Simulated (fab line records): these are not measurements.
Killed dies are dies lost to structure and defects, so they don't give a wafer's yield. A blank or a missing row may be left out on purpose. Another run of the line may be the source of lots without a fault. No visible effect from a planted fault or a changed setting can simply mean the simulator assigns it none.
Matching of chambers | flow gf180mcu | 4 sister chambers for GF_V5_ETCH_16 on rieDiel-02
The step etches BARC in N2/H2. 8 wafers are shown with their chamber, then 7 later ones without.

## WAFERS WITH THEIR CHAMBER
wafer  | chamber | drypumpMotorCurrentA (A) | rfFwdPowerW (W)
L080.4 | 2       | 5.6                      | 492.9
L085.1 | 2       | 5.6                      | 494.7
L085.3 | 1       | 5.3                      | 493.8
L088.2 | 3       | 5.4                      | 492.9
L088.5 | 3       | 5.3                      | 493.9
L088.6 | 0       | 6.5                      | 496.2
L090.1 | 0       | 6.5                      | 495.0
L090.2 | 1       | 5.3                      | 491.5

## WAFERS WITHOUT THEIR CHAMBER
wafer  | drypumpMotorCurrentA (A) | rfFwdPowerW (W)
L090.6 | 5.3                      | 492.4
L093.3 | 5.4                      | 493.2
L093.5 | 6.5                      | 497.1
L093.6 | 5.4                      | 491.0
L097.3 | 6.5                      | 496.1
L097.5 | 5.6                      | 492.3
L097.6 | 5.4                      | 492.5

## WHICH CHAMBER EACH ONE RAN IN
wafer  | from the rows above     | in truth
L090.6 | can't be placed: 1 or 3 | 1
L093.3 | can't be placed: 3 or 1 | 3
L093.5 | 0                       | 0
L093.6 | can't be placed: 3 or 1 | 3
L097.3 | 0                       | 0
L097.5 | 2                       | 2
L097.6 | can't be placed: 3 or 1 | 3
Correct placement for 3 of the 7. From these rows, 4 cannot be placed; in 4 the true chamber is one of the candidates. Number placed wrongly: 0.
How it was worked out, from the rows above alone: a wafer's distance from a chamber is the root of the sum, over the readings, of the square of ((its reading less the chamber's mean) divided by the reading's scatter). If the next closest chamber is less than 2 further off than the closest, the wafer can't be placed; otherwise it belongs to the closest. The mean given for a chamber averages the wafers shown for that chamber. The scatter is the square root of a quotient: the sum, over the shown wafers, of each reading's squared deviation from its chamber's mean, divided by wafers minus chambers.
